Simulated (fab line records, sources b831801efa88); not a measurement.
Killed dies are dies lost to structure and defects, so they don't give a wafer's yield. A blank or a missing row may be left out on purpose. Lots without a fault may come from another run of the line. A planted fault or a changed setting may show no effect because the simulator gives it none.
A struck lot beside a sound one | flow sky130 | 15 steps out of a route of 708
Sound: wafers L308.1, L308.3, L308.6. Struck: wafers L322.1, L322.6. (L322.3 of the same lot was not struck and is left out.) The cause comes at the end.
At each step with rows: each side's tool, then ch and its chambers, then its first start. Under that, the readings that differ: sound wafers | struck wafers | difference of the means | sigmas: that difference in standard deviations of wafers without a fault.
alike: readings whose means differ by less than 2 such deviations, and words and numbers that are the same on both sides. not compared: withheld readings, readings that some wafer has no value for, bounds like >300 that may hide the same value, and numbers for which the record gives no deviation and whose values overlap.
The two part at a step that has a row with sigmas, a row that says differs or no value, or rows on one side only. Numbers that don't overlap but have no deviation are shown without sigmas and don't part them. A reading that every wafer of one side lacks parts them only if that side has two wafers or more.

SKY_METAL4_METAL_ETCH_18: etches the open film in Cl2/BCl3, stops on SiO2, target depth 845 nm, time 183.1 s.
  sound on rie_metal-01 ch 0,1, day 44 15:46; struck on rie_metal-02 ch 1, day 47 18:52
  alike: drypump_motor_current_A, he_backside_leak_sccm, oes_product_au, rf_fwd_power_W, throttle_valve_pct
  not compared: rf_hours_counter_h
SKY_METAL4_STRIP_19: strips in O2/N2.
  sound on plasma_asher-01 ch 0,1, day 44 15:56; struck on plasma_asher-04 ch 0,1, day 47 19:03
  alike: drypump_motor_current_A, n2_flow_sccm, oes_product_au, strip_time_to_endpoint_s
  not compared: rf_hours_counter_h
then, 4 steps without rows for these wafers: SKY_METAL4_STRIP_20 (strips in post etch residue remover, time 1200 s); SKY_METAL4_CLEAN_21 (cleans in IPA, time 180 s); SKY_METAL4_CLEAN_22 (cleans in O3/DIW); SKY_VIA4_HDPCVD_00 (deposits SiO2, target thk 1750 nm, time 291.7 s).
SKY_VIA4_THK_MEAS_01:
  sound on film_metro-04, day 44 16:42; struck on film_metro-02, day 47 19:49
  alike: VIA4_HDPCVD_THK
SKY_VIA4_CMP_02: polishes SiO2.
  sound on cmp-02 ch 1,3, day 44 16:49; struck on cmp-02 ch 1,2, day 47 19:56
  alike: motor_current_A, slurry_flow_ml_min
SKY_VIA4_BOW_MEAS_03:
  sound on film_metro-04, day 44 17:04; struck on film_metro-02, day 47 20:11
  alike: VIA4_BOW
then, 3 steps without rows for these wafers: SKY_VIA4_DEHYDRATE_04 (time 60 s); SKY_VIA4_HMDS_05 (prime time 60 s); SKY_VIA4_COAT_06 (resist thk 1140 nm).
SKY_VIA4_SOFTBAKE_07: time 60 s.
  sound on litho_track-02 ch 0, day 45 03:55; struck on litho_track-01 ch 0, day 48 06:07
  reading          | sound             | struck      | difference | sigmas
  run_length_s (s) | 89.50 89.32 89.59 | 98.66 98.59 | +9.16      | +37
then, 1 step without rows for these wafers: SKY_VIA4_EXPOSE_08 (exposes mask VIM4, target cd 800 nm).
-- the record jumps here: 3 days lie between the struck wafers' starts before and after (it left off in module VIA4 and takes up again in module PAD_OPEN, whose first step shown is number 708 of the route) --
SKY_PAD_OPEN_PROBE_99:
  sound on prober-01, day 48 08:56; struck on prober-01, day 51 02:50
  alike: defect_limited_yield, killed_at_M0_to_M3, killed_at_M4_up, killed_at_contacts, killed_at_front_end, killed_at_other, killed_dies, killed_open, killed_short, sort_bin_3_pad_short, sort_bin_5_function, sort_bin_6_memory, sort_n_pass, sort_yield_pct

WHERE THEY PART
Only at SKY_VIA4_SOFTBAKE_07, within this record. Later steps at which nothing parts them and some readings are alike: SKY_PAD_OPEN_PROBE_99.

WHY: what the simulator had put in
Process parameter drift: litho_track-01, from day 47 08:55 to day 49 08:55, at SKY_VIA4_SOFTBAKE_07. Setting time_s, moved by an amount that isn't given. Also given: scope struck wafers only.
